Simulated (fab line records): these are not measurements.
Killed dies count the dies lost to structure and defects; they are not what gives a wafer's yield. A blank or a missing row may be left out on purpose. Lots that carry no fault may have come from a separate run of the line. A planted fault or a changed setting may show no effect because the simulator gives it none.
A struck lot beside a sound one :: flow sky130 :: 15 steps out of a route of 708
Sound: these wafers, L366.4, L366.5, L366.6. The struck wafers were L368.2, L368.5, L368.6. The cause is given at the end.
At each step with rows: each side's tool, then ch and its chambers, then its first start. Under that, the readings that differ: sound wafers :: struck wafers :: difference of the means :: sigmas: that difference in standard deviations of wafers without a fault.
alike: a reading whose means differ by less than 2 such deviations, as well as words and numbers matching on both sides. not compared: withheld readings; readings where some wafer has no value; bounds like >300 that might hide an equal value; numbers whose values overlap and for which the record gives no deviation.
The two part at a step that has a row with sigmas, a row that says differs or no value, or rows on one side only. Numbers that don't overlap but have no deviation are shown without sigmas and don't part them. Lack of a reading on every wafer of one side parts them only where that side has two or more wafers.

SKY_CAP2M_SPUTTER_02: material TiN, target thk 200 nm, time 166.7 s.
  sound on pvd sputter-03 at day 39 17:37; struck on pvd sputter-02 at day 40 10:05
  alike: chamber pressure pa, throttle valve pct
SKY_CAP2M_RS_MEAS_03: measures by four-point-probe.
  sound on film metro-04 at day 39 17:47; struck on film metro-02 at day 40 10:13
  alike: CAP2M_TIN_RS
SKY_CAP2M_THK_MEAS_04: measures by xrf.
  sound on film metro-04 at day 39 17:52; struck on film metro-02 at day 40 10:19
  alike: CAP2M_TIN_THK
then, 7 steps without rows for these wafers: SKY_CAP2M_DEHYDRATE_05 (time 60 s); SKY_CAP2M_HMDS_06 (prime time 60 s); SKY_CAP2M_COAT_07 (resist thk 1140 nm); SKY_CAP2M_SOFTBAKE_08 (time 60 s); SKY_CAP2M_EXPOSE_09 (exposes mask CAP2M, target cd 1000 nm); SKY_CAP2M_PEB_10; SKY_CAP2M_DEVELOP_11 (develop time 60 s).
SKY_CAP2M_OVL_MEAS_12:
  sound on overlay-01 at day 40 17:59; struck on overlay-01 at day 41 10:10
  alike: CAP2M_OVL
SKY_CAP2M_METAL_ETCH_13: etches TiN in Cl2/BCl3, stops on SiO2, target depth 220 nm, time 62.9 s.
  sound on rie metal-01 ch 0,1, day 40 18:01; struck on rie metal-04 ch 1, day 41 10:14
  alike: drypump motor current A, oes product au, throttle valve pct
  not compared: rf hours counter h
SKY_CAP2M_STRIP_14: strips in O2/N2.
  sound on plasma asher-01 ch 0,1, day 40 18:07; struck on plasma asher-01 ch 0,1, day 41 10:21
reading: o2 flow sccm (sccm)
sound: 2995 3001 2991
struck: 2395 2413 2394
difference: -595
sigmas: -70

reading: strip time to endpoint s (s)
sound: 12.65 12.65 12.65
struck: 12.81 12.80 12.86
difference: +0.17
sigmas: +3
  alike: drypump motor current A, n2 flow sccm, oes product au
  not compared: rf hours counter h
then, 2 steps without rows for these wafers: SKY_CAP2M_STRIP_15 (strips in post etch residue remover, time 1200 s); SKY_PAD_OPEN_PROBE_99.

WHERE THEY PART
Within this record, at SKY_CAP2M_STRIP_14 only.

WHY: what had been put in by the simulator
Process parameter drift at SKY_CAP2M_STRIP_14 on plasma asher-01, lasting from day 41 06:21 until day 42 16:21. A move of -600 in setting o2 flow sccm, from 3000. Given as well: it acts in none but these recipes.
